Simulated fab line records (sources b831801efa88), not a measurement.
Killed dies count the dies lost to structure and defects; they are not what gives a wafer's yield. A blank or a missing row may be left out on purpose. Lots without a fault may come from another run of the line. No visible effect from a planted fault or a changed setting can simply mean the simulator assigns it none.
Which tool was responsible? + flow gf180mcu + Sampling: 24 lots, 72 wafers, 6 of 602 route steps

== WHAT THE GAUGES READ, wafer by wafer ==
GF_V2_THK_MEAS_01. Usual: for V2_CVD_00_THK the level is 599 nm and the standard deviation is 6.3.
| lot  | measured     | on            | V2_CVD_00_THK (nm) | flag |
|------|--------------|---------------|--------------------|------|
| L074 | day 18 12:34 | film_metro-01 | 601 601 596        |      |
| L075 | day 19 07:22 | film_metro-02 | 600 593 602        |      |
| L076 | day 19 11:02 | film_metro-03 | 599 589 596        |      |
| L077 | day 20 06:06 | film_metro-03 | 599 596 590        |      |
| L079 | day 21 04:27 | film_metro-01 | 608 595 591        |      |
| L078 | day 21 05:32 | film_metro-01 | 602 593 601        |      |
| L080 | day 21 20:41 | film_metro-03 | 596 589 589        |      |
| L081 | day 21 22:23 | film_metro-03 | 606 597 604        |      |
| L082 | day 22 20:47 | film_metro-02 | 603 598 605        |      |
| L083 | day 23 05:23 | film_metro-02 | 607 607 605        |      |
| L084 | day 23 15:19 | film_metro-03 | 602 598 594        |      |
| L085 | day 23 16:35 | film_metro-02 | 611 608 604        |      |
| L086 | day 24 04:34 | film_metro-03 | 599 602 611        |      |
| L088 | day 24 12:19 | film_metro-01 | 588 594 589        |      |
| L087 | day 24 14:24 | film_metro-01 | 604 602 603        |      |
| L089 | day 25 02:00 | film_metro-01 | 600 597 600        |      |
| L090 | day 25 02:59 | film_metro-01 | 596 601 602        |      |
| L091 | day 25 09:54 | film_metro-03 | 597 587 601        |      |
| L092 | day 25 17:34 | film_metro-03 | 602 601 611        |      |
| L093 | day 25 21:54 | film_metro-01 | 592 602 594        |      |
| L094 | day 26 03:23 | film_metro-01 | 598 603 596        |      |
| L095 | day 26 06:41 | film_metro-01 | 591 593 612        |      |
| L096 | day 26 13:39 | film_metro-01 | 591 590 600        |      |
| L097 | day 26 21:08 | film_metro-01 | 604 617 598        |      |

GF_M3_THK_MEAS_06: measures by xrf. Usual: for M3_ALCU_THK the level is 456 nm and the standard deviation is 4.6.
| lot  | measured     | on            | M3_ALCU_THK (nm) | flag |
|------|--------------|---------------|------------------|------|
| L074 | day 19 15:56 | film_metro-04 | 457 458 453      |      |
| L075 | day 20 10:27 | film_metro-04 | 456 453 452      |      |
| L076 | day 20 14:11 | film_metro-04 | 467 463 466      |      |
| L077 | day 21 08:25 | film_metro-02 | 460 455 450      |      |
| L079 | day 22 07:05 | film_metro-04 | 464 463 459      |      |
| L078 | day 22 08:25 | film_metro-02 | 467 468 463      |      |
| L080 | day 22 22:00 | film_metro-02 | 449 457 455      |      |
| L081 | day 23 00:11 | film_metro-03 | 454 461 449      |      |
| L082 | day 23 21:37 | film_metro-03 | 456 452 449      |      |
| L083 | day 24 06:23 | film_metro-02 | 451 452 450      |      |
| L084 | day 24 15:59 | film_metro-02 | 455 461 455      |      |
| L085 | day 24 17:14 | film_metro-04 | 453 455 456      |      |
| L086 | day 25 04:16 | film_metro-02 | 451 456 455      |      |
| L088 | day 25 12:17 | film_metro-04 | 465 448 455      |      |
| L087 | day 25 14:06 | film_metro-03 | 450 448 456      |      |
| L089 | day 26 01:45 | film_metro-02 | 453 457 456      |      |
| L090 | day 26 02:08 | film_metro-04 | 452 452 455      |      |
| L091 | day 26 09:50 | film_metro-02 | 457 457 459      |      |
| L092 | day 26 16:58 | film_metro-02 | 453 451 448      |      |
| L093 | day 26 21:07 | film_metro-03 | 459 454 457      |      |
| L094 | day 27 02:23 | film_metro-03 | 460 456 459      |      |
| L095 | day 27 05:22 | film_metro-02 | 458 454 461      |      |
| L096 | day 27 12:16 | film_metro-02 | 452 458 453      |      |
| L097 | day 27 19:33 | film_metro-04 | 458 458 454      |      |

== EACH LOT AND THE TOOL THAT RAN IT (in order: tool; ch and the chambers of the sampled wafers; start) ==
| lot  | GF_CONTACT_CVD_24             | GF_M2_SPUTTER_02             | GF_V2_SPUTTER_22             | GF_M3_SPUTTER_03             |
|------|-------------------------------|------------------------------|------------------------------|------------------------------|
| L074 | cvd_w-02 ch 1, day 15 12:29   | pvd_sputter-01, day 17 11:44 | pvd_sputter-02, day 19 14:55 | pvd_sputter-03, day 19 15:45 |
| L075 | cvd_w-01 ch 0,1, day 16 03:07 | pvd_sputter-01, day 18 05:52 | pvd_sputter-03, day 20 09:28 | pvd_sputter-04, day 20 10:15 |
| L076 | cvd_w-02 ch 0,1, day 16 08:12 | pvd_sputter-01, day 18 10:02 | pvd_sputter-02, day 20 13:11 | pvd_sputter-03, day 20 13:59 |
| L077 | cvd_w-01 ch 0,1, day 17 00:58 | pvd_sputter-03, day 19 04:40 | pvd_sputter-02, day 21 07:26 | pvd_sputter-01, day 21 08:14 |
| L079 | cvd_w-01 ch 0,1, day 17 21:20 | pvd_sputter-02, day 20 02:20 | pvd_sputter-03, day 22 06:07 | pvd_sputter-01, day 22 06:54 |
| L078 | cvd_w-01 ch 0,1, day 17 22:29 | pvd_sputter-03, day 20 03:32 | pvd_sputter-04, day 22 07:26 | pvd_sputter-03, day 22 08:14 |
| L080 | cvd_w-02 ch 0,1, day 18 13:26 | pvd_sputter-03, day 20 18:50 | pvd_sputter-03, day 22 21:02 | pvd_sputter-04, day 22 21:49 |
| L081 | cvd_w-02 ch 0,1, day 18 15:32 | pvd_sputter-01, day 20 20:35 | pvd_sputter-02, day 22 23:13 | pvd_sputter-01, day 23 00:00 |
| L082 | cvd_w-02 ch 1, day 19 15:08   | pvd_sputter-03, day 21 20:26 | pvd_sputter-04, day 23 20:38 | pvd_sputter-04, day 23 21:26 |
| L083 | cvd_w-02 ch 0,1, day 20 01:28 | pvd_sputter-02, day 22 05:34 | pvd_sputter-03, day 24 05:25 | pvd_sputter-04, day 24 06:12 |
| L084 | cvd_w-02 ch 0,1, day 20 12:04 | pvd_sputter-03, day 22 15:56 | pvd_sputter-04, day 24 14:53 | pvd_sputter-03, day 24 15:47 |
| L085 | cvd_w-02 ch 0,1, day 20 12:22 | pvd_sputter-01, day 22 17:19 | pvd_sputter-02, day 24 16:16 | pvd_sputter-03, day 24 17:03 |
| L086 | cvd_w-02 ch 0,1, day 21 00:58 | pvd_sputter-03, day 23 05:10 | pvd_sputter-03, day 25 03:17 | pvd_sputter-04, day 25 04:05 |
| L088 | cvd_w-01 ch 0,1, day 21 11:31 | pvd_sputter-02, day 23 13:58 | pvd_sputter-03, day 25 11:19 | pvd_sputter-04, day 25 12:06 |
| L087 | cvd_w-02 ch 0,1, day 21 12:38 | pvd_sputter-03, day 23 15:08 | pvd_sputter-03, day 25 13:07 | pvd_sputter-04, day 25 13:55 |
| L089 | cvd_w-02 ch 0,1, day 22 01:50 | pvd_sputter-03, day 24 03:05 | pvd_sputter-04, day 26 00:47 | pvd_sputter-01, day 26 01:34 |
| L090 | cvd_w-01 ch 0,1, day 22 01:55 | pvd_sputter-02, day 24 03:56 | pvd_sputter-02, day 26 01:10 | pvd_sputter-03, day 26 01:57 |
| L091 | cvd_w-01 ch 0,1, day 22 11:37 | pvd_sputter-03, day 24 11:48 | pvd_sputter-03, day 26 08:52 | pvd_sputter-03, day 26 09:39 |
| L092 | cvd_w-01 ch 0,1, day 22 18:23 | pvd_sputter-03, day 24 19:29 | pvd_sputter-04, day 26 15:59 | pvd_sputter-03, day 26 16:47 |
| L093 | cvd_w-01 ch 0, day 23 00:25   | pvd_sputter-01, day 24 23:50 | pvd_sputter-02, day 26 19:56 | pvd_sputter-01, day 26 20:56 |
| L094 | cvd_w-02 ch 0,1, day 23 05:55 | pvd_sputter-01, day 25 05:20 | pvd_sputter-02, day 27 01:25 | pvd_sputter-03, day 27 02:12 |
| L095 | cvd_w-02 ch 0,1, day 23 09:40 | pvd_sputter-03, day 25 08:47 | pvd_sputter-03, day 27 04:24 | pvd_sputter-01, day 27 05:11 |
| L096 | cvd_w-01 ch 0, day 23 15:54   | pvd_sputter-01, day 25 15:13 | pvd_sputter-04, day 27 11:17 | pvd_sputter-03, day 27 12:04 |
| L097 | cvd_w-01 ch 0,1, day 24 01:01 | pvd_sputter-03, day 25 23:06 | pvd_sputter-02, day 27 18:35 | pvd_sputter-04, day 27 19:22 |
- GF_CONTACT_CVD_24: deposits W, target thk 300 nm, time 90.339 s.
- GF_M2_SPUTTER_02: material AlCu, target thk 450 nm, time 23.9 s.
- GF_V2_SPUTTER_22: material TiN, target thk 10 nm, time 40 s.
- GF_M3_SPUTTER_03: material Ti, target thk 10 nm, time 6.7 s.

== AS READ BY THE TOOLS THEMSELVES (means over the sampled wafers that have a number; for cases with no such wafer, the mark the record gives instead) ==
GF_CONTACT_CVD_24. Usual: heater_power_w 791 W, standard deviation 66.
| lot  | tool     | heater_power_w (W) | flag |
|------|----------|--------------------|------|
| L074 | cvd_w-02 | 806                |      |
| L075 | cvd_w-01 | 880                |      |
| L076 | cvd_w-02 | 721                |      |
| L077 | cvd_w-01 | 859                |      |
| L079 | cvd_w-01 | 816                |      |
| L078 | cvd_w-01 | 826                |      |
| L080 | cvd_w-02 | 774                |      |
| L081 | cvd_w-02 | 737                |      |
| L082 | cvd_w-02 | 812                |      |
| L083 | cvd_w-02 | 771                |      |
| L084 | cvd_w-02 | 774                |      |
| L085 | cvd_w-02 | 730                |      |
| L086 | cvd_w-02 | 764                |      |
| L088 | cvd_w-01 | 819                |      |
| L087 | cvd_w-02 | 735                |      |
| L089 | cvd_w-02 | 766                |      |
| L090 | cvd_w-01 | 799                |      |
| L091 | cvd_w-01 | 803                |      |
| L092 | cvd_w-01 | 830                |      |
| L093 | cvd_w-01 | 862                |      |
| L094 | cvd_w-02 | 784                |      |
| L095 | cvd_w-02 | 782                |      |
| L096 | cvd_w-01 | 861                |      |
| L097 | cvd_w-01 | 801                |      |

GF_M2_SPUTTER_02. Usual: throttle_valve_pct 30.2 %, standard deviation 1.2.
| lot  | tool           | throttle_valve_pct (%) | flag |
|------|----------------|------------------------|------|
| L074 | pvd_sputter-01 | 28.9                   |      |
| L075 | pvd_sputter-01 | 28.8                   |      |
| L076 | pvd_sputter-01 | 29.4                   |      |
| L077 | pvd_sputter-03 | 29.7                   |      |
| L079 | pvd_sputter-02 | 31.2                   |      |
| L078 | pvd_sputter-03 | 30.3                   |      |
| L080 | pvd_sputter-03 | 30.9                   |      |
| L081 | pvd_sputter-01 | 29.1                   |      |
| L082 | pvd_sputter-03 | 29.7                   |      |
| L083 | pvd_sputter-02 | 30.5                   |      |
| L084 | pvd_sputter-03 | 31.0                   |      |
| L085 | pvd_sputter-01 | 28.9                   |      |
| L086 | pvd_sputter-03 | 30.3                   |      |
| L088 | pvd_sputter-02 | 31.1                   |      |
| L087 | pvd_sputter-03 | 30.1                   |      |
| L089 | pvd_sputter-03 | 30.5                   |      |
| L090 | pvd_sputter-02 | 31.5                   |      |
| L091 | pvd_sputter-03 | 29.1                   |      |
| L092 | pvd_sputter-03 | 31.0                   |      |
| L093 | pvd_sputter-01 | 30.6                   |      |
| L094 | pvd_sputter-01 | 29.6                   |      |
| L095 | pvd_sputter-03 | 30.8                   |      |
| L096 | pvd_sputter-01 | 29.1                   |      |
| L097 | pvd_sputter-03 | 29.7                   |      |

GF_V2_SPUTTER_22. Usual: throttle_valve_pct 30.6 %, standard deviation 0.96.
| lot  | tool           | throttle_valve_pct (%) | flag |
|------|----------------|------------------------|------|
| L074 | pvd_sputter-02 | 30.1                   |      |
| L075 | pvd_sputter-03 | 30.6                   |      |
| L076 | pvd_sputter-02 | 31.3                   |      |
| L077 | pvd_sputter-02 | 31.2                   |      |
| L079 | pvd_sputter-03 | 30.4                   |      |
| L078 | pvd_sputter-04 | 30.6                   |      |
| L080 | pvd_sputter-03 | 29.9                   |      |
| L081 | pvd_sputter-02 | 30.9                   |      |
| L082 | pvd_sputter-04 | 30.7                   |      |
| L083 | pvd_sputter-03 | 30.4                   |      |
| L084 | pvd_sputter-04 | 30.8                   |      |
| L085 | pvd_sputter-02 | 31.1                   |      |
| L086 | pvd_sputter-03 | 30.0                   |      |
| L088 | pvd_sputter-03 | 30.5                   |      |
| L087 | pvd_sputter-03 | 30.4                   |      |
| L089 | pvd_sputter-04 | 30.6                   |      |
| L090 | pvd_sputter-02 | 30.6                   |      |
| L091 | pvd_sputter-03 | 30.5                   |      |
| L092 | pvd_sputter-04 | 30.5                   |      |
| L093 | pvd_sputter-02 | 30.5                   |      |
| L094 | pvd_sputter-02 | 30.4                   |      |
| L095 | pvd_sputter-03 | 30.5                   |      |
| L096 | pvd_sputter-04 | 31.0                   |      |
| L097 | pvd_sputter-02 | 31.3                   |      |

GF_M3_SPUTTER_03. Usual: throttle_valve_pct 30.2 %, standard deviation 1.1.
| lot  | tool           | throttle_valve_pct (%) | flag |
|------|----------------|------------------------|------|
| L074 | pvd_sputter-03 | 30.9                   |      |
| L075 | pvd_sputter-04 | 30.9                   |      |
| L076 | pvd_sputter-03 | 29.2                   |      |
| L077 | pvd_sputter-01 | 29.6                   |      |
| L079 | pvd_sputter-01 | 30.0                   |      |
| L078 | pvd_sputter-03 | 30.5                   |      |
| L080 | pvd_sputter-04 | 30.9                   |      |
| L081 | pvd_sputter-01 | 29.6                   |      |
| L082 | pvd_sputter-04 | 30.3                   |      |
| L083 | pvd_sputter-04 | 30.5                   |      |
| L084 | pvd_sputter-03 | 30.8                   |      |
| L085 | pvd_sputter-03 | 31.6                   |      |
| L086 | pvd_sputter-04 | 30.5                   |      |
| L088 | pvd_sputter-04 | 30.6                   |      |
| L087 | pvd_sputter-04 | 30.8                   |      |
| L089 | pvd_sputter-01 | 29.2                   |      |
| L090 | pvd_sputter-03 | 30.6                   |      |
| L091 | pvd_sputter-03 | 29.8                   |      |
| L092 | pvd_sputter-03 | 30.4                   |      |
| L093 | pvd_sputter-01 | 28.5                   |      |
| L094 | pvd_sputter-03 | 30.6                   |      |
| L095 | pvd_sputter-01 | 29.8                   |      |
| L096 | pvd_sputter-03 | 30.6                   |      |
| L097 | pvd_sputter-04 | 30.7                   |      |

== THE ANSWER, worked out from the rows above alone ==
Rule: take the mean of a lot's wafers that have a number; if it is more than 3 standard deviations from the usual mean, the lot is off. Also off: a lot with no number at a reading for which 4 or more lots have one. All remaining lots with rows at the step are treated as sound. The gauges are gone through in route order, then the tools' own readings, and for those a lot's mean is taken as printed above. At the first step where some lot is off, the reading lying furthest off is the one used; lots without a number count as furthest.
None of the lots is off at any reading shown; this tells nothing.

== WHAT THE SIMULATOR HAD INSERTED ==
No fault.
